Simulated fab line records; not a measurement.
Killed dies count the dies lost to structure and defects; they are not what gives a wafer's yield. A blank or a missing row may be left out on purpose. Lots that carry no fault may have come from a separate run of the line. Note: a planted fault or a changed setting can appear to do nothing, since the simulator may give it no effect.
What tool caused it? / flow sky130 / 33 wafers from 11 lots sampled at 5 of the route's 708 steps

== WHAT THE GAUGES SHOWED, per wafer ==
SKY_LDD_LDN_TW_MEAS_13.
lot=L797; measured=day 23 12:05; on=film-metro-02; LDD_LDN_TW=1466 1469 1472
lot=L798; measured=day 23 18:58; on=film-metro-04; LDD_LDN_TW=1485 1488 1495
lot=L801; measured=day 24 16:22; on=film-metro-04; LDD_LDN_TW=1502 1498 1502
lot=L805; measured=day 26 09:20; on=film-metro-02; LDD_LDN_TW=1467 1479 1481
lot=L807; measured=day 26 18:14; on=film-metro-03; LDD_LDN_TW=1473 1477 1480
lot=L806; measured=day 26 22:26; on=film-metro-04; LDD_LDN_TW=1496 1499 1489
lot=L808; measured=day 27 03:12; on=film-metro-04; LDD_LDN_TW=1503 1497 1489
lot=L812; measured=day 28 19:04; on=film-metro-03; LDD_LDN_TW=1485 1486 1488
lot=L813; measured=day 28 20:07; on=film-metro-02; LDD_LDN_TW=1417 1418 1424 1404 1410 1414
lot=L815; measured=day 29 12:22; on=film-metro-02; LDD_LDN_TW=1422 1412 1416 1416 1427 1412
lot=L817; measured=day 30 02:53; on=film-metro-02; LDD_LDN_TW=1464 1465 1465

SKY_SD_P_CD_MEAS_07: target cd 380 nm.
lot=L797; measured=day 26 00:19; on=cd-sem-01; cd-nm (nm)=378.2 378.4 379.0
lot=L798; measured=day 26 07:49; on=cd-sem-02; cd-nm (nm)=377.6 379.0 378.3
lot=L801; measured=day 27 04:50; on=cd-sem-01; cd-nm (nm)=383.3 382.6 385.1
lot=L805; measured=day 28 19:35; on=cd-sem-02; cd-nm (nm)=382.2 380.5 383.7
lot=L807; measured=day 29 06:11; on=cd-sem-01; cd-nm (nm)=382.9 382.3 383.1
lot=L806; measured=day 29 09:53; on=cd-sem-02; cd-nm (nm)=379.8 381.4 379.8
lot=L808; measured=day 29 14:42; on=cd-sem-01; cd-nm (nm)=383.0 380.1 382.4
lot=L812; measured=day 31 04:41; on=cd-sem-01; cd-nm (nm)=382.3 382.0 385.3
lot=L813; measured=day 31 05:35; on=cd-sem-01; cd-nm (nm)=380.9 378.6 380.9
lot=L815; measured=day 31 20:17; on=cd-sem-01; cd-nm (nm)=382.1 380.5 380.4
lot=L817; measured=day 32 10:34; on=cd-sem-01; cd-nm (nm)=379.4 379.7 382.8

== WHAT TOOL EACH LOT RAN ON (gives the tool, then ch and the chambers of the sampled wafers, and finally the start) ==
lot=L797; SKY_LDD_LDN_IMPLANT_11=implanter-03 ch 0, day 23 11:51; SKY_LDD_LDN_STRIP_12=plasma-asher-02 ch 0,1, day 23 11:58; SKY_SPACER_ETCHBACK_02=rie-diel-03 ch 0,1,3, day 23 14:03
lot=L798; SKY_LDD_LDN_IMPLANT_11=implanter-02 ch 0, day 23 18:43; SKY_LDD_LDN_STRIP_12=plasma-asher-01 ch 0,1, day 23 18:52; SKY_SPACER_ETCHBACK_02=rie-diel-03 ch 0,1,3, day 23 20:20
lot=L801; SKY_LDD_LDN_IMPLANT_11=implanter-02 ch 0, day 24 16:07; SKY_LDD_LDN_STRIP_12=plasma-asher-03 ch 0,1, day 24 16:16; SKY_SPACER_ETCHBACK_02=rie-diel-01 ch 0,2,3, day 24 19:07
lot=L805; SKY_LDD_LDN_IMPLANT_11=implanter-04 ch 0, day 26 09:07; SKY_LDD_LDN_STRIP_12=plasma-asher-03 ch 0,1, day 26 09:15; SKY_SPACER_ETCHBACK_02=rie-diel-02 ch 0,2,3, day 26 10:51
lot=L807; SKY_LDD_LDN_IMPLANT_11=implanter-02 ch 0, day 26 18:01; SKY_LDD_LDN_STRIP_12=plasma-asher-01 ch 0,1, day 26 18:09; SKY_SPACER_ETCHBACK_02=rie-diel-02 ch 2,3, day 26 21:13
lot=L806; SKY_LDD_LDN_IMPLANT_11=implanter-02 ch 0, day 26 22:13; SKY_LDD_LDN_STRIP_12=plasma-asher-01 ch 0,1, day 26 22:22; SKY_SPACER_ETCHBACK_02=rie-diel-03 ch 0,1,2, day 27 00:24
lot=L808; SKY_LDD_LDN_IMPLANT_11=implanter-04 ch 0, day 27 03:00; SKY_LDD_LDN_STRIP_12=plasma-asher-01 ch 0,1, day 27 03:07; SKY_SPACER_ETCHBACK_02=rie-diel-03 ch 2,3, day 27 05:09
lot=L812; SKY_LDD_LDN_IMPLANT_11=implanter-02 ch 0, day 28 18:49; SKY_LDD_LDN_STRIP_12=plasma-asher-01 ch 0, day 28 18:58; SKY_SPACER_ETCHBACK_02=rie-diel-03 ch 1,3, day 28 21:10
lot=L813; SKY_LDD_LDN_IMPLANT_11=implanter-03 ch 0, day 28 19:52; SKY_LDD_LDN_STRIP_12=plasma-asher-01 ch 0,1, day 28 20:01; SKY_SPACER_ETCHBACK_02=rie-diel-02 ch 2,3, day 28 23:26
lot=L815; SKY_LDD_LDN_IMPLANT_11=implanter-03 ch 0, day 29 12:07; SKY_LDD_LDN_STRIP_12=plasma-asher-03 ch 0,1, day 29 12:16; SKY_SPACER_ETCHBACK_02=rie-diel-01 ch 1,2,3, day 29 16:52
lot=L817; SKY_LDD_LDN_IMPLANT_11=implanter-02 ch 0, day 30 02:40; SKY_LDD_LDN_STRIP_12=plasma-asher-02 ch 0,1, day 30 02:48; SKY_SPACER_ETCHBACK_02=rie-diel-03 ch 0,2, day 30 04:59
- SKY_LDD_LDN_IMPLANT_11
- SKY_LDD_LDN_STRIP_12: strips in O2/N2.
- SKY_SPACER_ETCHBACK_02: etches Si3N4 in CH3F/O2, stops on SiO2, time 46.7 s, target depth 45 nm.

== AS READ BY THE TOOLS THEMSELVES (means over the sampled wafers that have a number; for cases with no such wafer, the mark the record gives instead) ==
SKY_LDD_LDN_IMPLANT_11.
lot=L797; tool=implanter-03; dose-ions-cm2=1.2516e+13; end-station-pressure-torr (Torr)=4.99e-06; faraday-current-uA=70.1
lot=L798; tool=implanter-02; dose-ions-cm2=1.2482e+13; end-station-pressure-torr (Torr)=5.19e-06; faraday-current-uA=70.5
lot=L801; tool=implanter-02; dose-ions-cm2=1.2484e+13; end-station-pressure-torr (Torr)=4.96e-06; faraday-current-uA=71.6
lot=L805; tool=implanter-04; dose-ions-cm2=1.2507e+13; end-station-pressure-torr (Torr)=4.94e-06; faraday-current-uA=69.6
lot=L807; tool=implanter-02; dose-ions-cm2=1.2524e+13; end-station-pressure-torr (Torr)=5.26e-06; faraday-current-uA=72.4
lot=L806; tool=implanter-02; dose-ions-cm2=1.2499e+13; end-station-pressure-torr (Torr)=4.83e-06; faraday-current-uA=70.1
lot=L808; tool=implanter-04; dose-ions-cm2=1.2502e+13; end-station-pressure-torr (Torr)=4.94e-06; faraday-current-uA=70.5
lot=L812; tool=implanter-02; dose-ions-cm2=1.2481e+13; end-station-pressure-torr (Torr)=5.00e-06; faraday-current-uA=70.6
lot=L813; tool=implanter-03; dose-ions-cm2=7.1757e+12; end-station-pressure-torr (Torr)=4.98e-06; faraday-current-uA=40.9
lot=L815; tool=implanter-03; dose-ions-cm2=7.1623e+12; end-station-pressure-torr (Torr)=4.96e-06; faraday-current-uA=40.2
lot=L817; tool=implanter-02; dose-ions-cm2=1.2505e+13; end-station-pressure-torr (Torr)=4.88e-06; faraday-current-uA=70.0

SKY_LDD_LDN_STRIP_12.
lot=L797; tool=plasma-asher-02; drypump-motor-current-A (A)=5.7; oes-product-au (a.u.)=0.720; strip-time-to-endpoint-s (s)=14.17
lot=L798; tool=plasma-asher-01; drypump-motor-current-A (A)=5.7; oes-product-au (a.u.)=0.716; strip-time-to-endpoint-s (s)=14.14
lot=L801; tool=plasma-asher-03; drypump-motor-current-A (A)=5.6; oes-product-au (a.u.)=0.718; strip-time-to-endpoint-s (s)=14.12
lot=L805; tool=plasma-asher-03; drypump-motor-current-A (A)=5.6; oes-product-au (a.u.)=0.717; strip-time-to-endpoint-s (s)=14.19
lot=L807; tool=plasma-asher-01; drypump-motor-current-A (A)=5.9; oes-product-au (a.u.)=0.716; strip-time-to-endpoint-s (s)=14.17
lot=L806; tool=plasma-asher-01; drypump-motor-current-A (A)=5.9; oes-product-au (a.u.)=0.713; strip-time-to-endpoint-s (s)=14.20
lot=L808; tool=plasma-asher-01; drypump-motor-current-A (A)=5.9; oes-product-au (a.u.)=0.716; strip-time-to-endpoint-s (s)=14.19
lot=L812; tool=plasma-asher-01; drypump-motor-current-A (A)=5.5; oes-product-au (a.u.)=0.715; strip-time-to-endpoint-s (s)=14.22
lot=L813; tool=plasma-asher-01; drypump-motor-current-A (A)=5.9; oes-product-au (a.u.)=0.715; strip-time-to-endpoint-s (s)=14.15
lot=L815; tool=plasma-asher-03; drypump-motor-current-A (A)=5.9; oes-product-au (a.u.)=0.716; strip-time-to-endpoint-s (s)=14.14
lot=L817; tool=plasma-asher-02; drypump-motor-current-A (A)=5.8; oes-product-au (a.u.)=0.714; strip-time-to-endpoint-s (s)=14.16

SKY_SPACER_ETCHBACK_02.
lot=L797; tool=rie-diel-03; drypump-motor-current-A (A)=5.7; oes-product-au (a.u.)=0.864; throttle-valve-pct (%)=10.566
lot=L798; tool=rie-diel-03; drypump-motor-current-A (A)=5.7; oes-product-au (a.u.)=0.854; throttle-valve-pct (%)=10.560
lot=L801; tool=rie-diel-01; drypump-motor-current-A (A)=5.6; oes-product-au (a.u.)=0.852; throttle-valve-pct (%)=10.560
lot=L805; tool=rie-diel-02; drypump-motor-current-A (A)=5.5; oes-product-au (a.u.)=0.846; throttle-valve-pct (%)=10.557
lot=L807; tool=rie-diel-02; drypump-motor-current-A (A)=5.8; oes-product-au (a.u.)=0.846; throttle-valve-pct (%)=10.561
lot=L806; tool=rie-diel-03; drypump-motor-current-A (A)=5.3; oes-product-au (a.u.)=0.848; throttle-valve-pct (%)=10.562
lot=L808; tool=rie-diel-03; drypump-motor-current-A (A)=5.7; oes-product-au (a.u.)=0.849; throttle-valve-pct (%)=10.560
lot=L812; tool=rie-diel-03; drypump-motor-current-A (A)=5.5; oes-product-au (a.u.)=0.843; throttle-valve-pct (%)=10.560
lot=L813; tool=rie-diel-02; drypump-motor-current-A (A)=5.5; oes-product-au (a.u.)=0.851; throttle-valve-pct (%)=10.568
lot=L815; tool=rie-diel-01; drypump-motor-current-A (A)=5.5; oes-product-au (a.u.)=0.850; throttle-valve-pct (%)=10.564
lot=L817; tool=rie-diel-03; drypump-motor-current-A (A)=5.6; oes-product-au (a.u.)=0.858; throttle-valve-pct (%)=10.571

== THE ANSWER, worked out from the rows above alone ==
Rule: what is usual is taken from the lots themselves. Put in order of their means at a reading, lots are off if they are a third of the lots or fewer, leave a main group of 4 or more, and stand apart from it by a gap of 3 or more times the standard deviation of the main group's means; of several such gaps the widest counts. The tables above print the reading to a certain number of digits; a main group whose means all agree to those digits is not used. A lot without any number at a reading at which 4 lots or more have one is off too. All remaining lots with rows at the step are treated as sound. After the gauges, taken in route order, come the tools' own readings; for these a lot's mean is taken, as printed above. At the first step where some lot is off, the reading lying furthest off is the one used; lots without a number count as furthest.
Off: L813, L815, at SKY_LDD_LDN_TW_MEAS_13 (LDD_LDN_TW). Mean 1484 and standard deviation 12 in the main group.
If a tool, at a process step before that reading, ran all the lots that are off and no sound lot after the first of them, it fits. The gauges at SKY_LDD_LDN_TW_MEAS_13 aren't tried: what is off there is off at SKY_LDD_LDN_IMPLANT_11 too, on other tools, and a gauge's error can't cause that. One fits: implanter-03 at SKY_LDD_LDN_IMPLANT_11. A fault onset in the window from L797 (day 23 11:51, its last sound lot) to L813 (day 28 19:52, its first lot off) fits.
The tool's own readings at SKY_LDD_LDN_IMPLANT_11 bear it out: on the lots that are off they differ by more than 5 times the standard deviation of the sound lots' means. dose-ions-cm2 reads 7.1690e+12 there against 1.2500e+13 on the sound lots; faraday-current-uA reads 40.5 there against 70.6 on the sound lots.

== WHAT THE SIMULATOR PUT IN ==
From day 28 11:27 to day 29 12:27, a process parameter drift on implanter-03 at SKY_LDD_LDN_IMPLANT_11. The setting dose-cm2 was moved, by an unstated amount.
Struck lots among those shown: L813, L815. Same finding as the rule above.
